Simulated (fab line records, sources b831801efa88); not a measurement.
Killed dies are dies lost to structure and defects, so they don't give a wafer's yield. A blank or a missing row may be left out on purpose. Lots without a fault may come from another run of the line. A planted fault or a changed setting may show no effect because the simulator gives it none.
Problem report in the 8D (eight disciplines) form, filled by code | flow sky130 | the parts of the form that need people (team, actions taken, sign-off) are left out

1. THE PROBLEM
PASSIVATION_CVD_02_THK at SKY_PASSIVATION_THK_MEAS_03 reads a mean of 457 nm on 1 wafer of 1 lot; wafers without a fault read 540 nm with a standard deviation of 7. That is -12 standard deviations from the usual mean.
First seen on wafer L972.3, day 45 19:50, on film_metro-01. The record holds 30 wafers of 10 lots with a number at this step. Rule for "out", or "out of limits": more than 4 standard deviations from the usual mean. The other wafers with a number count as sound.

2. WHAT IT IS AND WHAT IT IS NOT
question                    | is                     | is not
which readings at this step | PASSIVATION_CVD_02_THK | -
which lots                  | L972                   | L966, L967, L970, L974, L977, L978, L979, L980, L985
which wafers of those lots  | L972.3                 | L972.1, L972.2
read on which gauges        | film_metro-01          | film_metro-02, film_metro-04
when                        | from day 45 19:50      | up to then (11 sound wafers); but 18 sound wafers of L974, L977, L978, L979, L980, L985 came after

3. SUSPECTS, AND WHAT RULES EACH OUT
Counting: a tool at a process step up to the reading stays a suspect if it ran every lot that is out. Sound lots after the first of them don't rule it out here, since some wafers of a struck lot are sound.
- the gauge at SKY_PASSIVATION_THK_MEAS_03: ruled out. All the wafers that are out were read on film_metro-01, but those of them that SKY_PASSIVATION_CVD_02 has rows for are out there too, on other tools.
- cmp-01 at SKY_VIA3_CMP_24 (polishes, stops on SiO2, t overpolish 20 s, target thk 0 nm): kept. It ran the lot that is out, L972 (day 41 21:59); its last sound lot up to then is L970 (day 41 10:25).
- pvd_sputter-01 at SKY_METAL4_SPUTTER_04 (material TiN, target thk 70 nm, time 58.3 s): kept. It ran the lot that is out, L972 (day 41 22:23); its last sound lot up to then is L970 (day 41 10:50).
- pecvd-03 at SKY_PASSIVATION_CVD_02 (deposits Si3N4, target thk 540 nm): kept. It ran the lot that is out, L972 (day 45 19:37); its last sound lot up to then is L970 (day 45 09:49). Its own readings are out on those wafers: rf_fwd_power_W.
- Within cmp-01 at SKY_VIA3_CMP_24: the wafers that are out ran in chamber 0; their sound lot-mates ran in chambers 2, 3.
- Within pecvd-03 at SKY_PASSIVATION_CVD_02: the wafers that are out ran in chamber 2; their sound lot-mates ran in chambers 0, 1.
Left after counting: cmp-01 at SKY_VIA3_CMP_24, pvd_sputter-01 at SKY_METAL4_SPUTTER_04, pecvd-03 at SKY_PASSIVATION_CVD_02.

4. THE CAUSE (what the simulator had put in)
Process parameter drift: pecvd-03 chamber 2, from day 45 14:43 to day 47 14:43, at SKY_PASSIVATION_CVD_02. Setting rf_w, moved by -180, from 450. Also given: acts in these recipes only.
Counting left 3 suspects, and this tool is among them.

5. THE CHAIN OF EFFECTS, in route order
Each row: a reading whose mean over the struck wafers that have a number lies more than 3 standard deviations from the usual. Only readings for which the record gives a usual standard deviation are gone through. hours: the time from each lot's start at the first step in this table that gives one to its start at this step, as a median over the lots. sigmas: the change in usual standard deviations.
hours | step                        | reading                | usual      | on struck wafers | change | sigmas
0     | SKY_PASSIVATION_CVD_02      | rf_fwd_power_W         | 448.8 W    | 270.1            | -178.7 | -99 or more
0     | SKY_PASSIVATION_THK_MEAS_03 | PASSIVATION_CVD_02_THK | 540 nm     | 457              | -83    | -12
20    | SKY_PASSIVATION_ETCH_11     | oes_product_au         | 0.978 a.u. | 0.913            | -0.065 | -9.0
The process steps in it:
- SKY_PASSIVATION_CVD_02: deposits Si3N4, target thk 540 nm.
- SKY_PASSIVATION_ETCH_11: etches the open film in CF4/O2, stops on AlCu, target depth 725 nm, time 161.1 s.
Later measuring or inspecting steps at which every struck wafer that the step has a row for has a number for every such reading, and none has moved that far: SKY_PAD_OPEN_BOW_MEAS_13.

6. WHAT WOULD HAVE CAUGHT IT SOONER
In this record the first reading out of limits at a measuring or inspecting step was taken at day 45 19:50, 5 hours after the fault began at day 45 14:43.
The tool's own readings at SKY_PASSIVATION_CVD_02 were out on every struck wafer that the step has a row for (rf_fwd_power_W): an alarm limit on them would have fired on the first of those.
All the lots that are out (1) had begun SKY_PASSIVATION_CVD_02 on pecvd-03 by day 45 19:50. A hold on the tool at that time would have spared none of them.
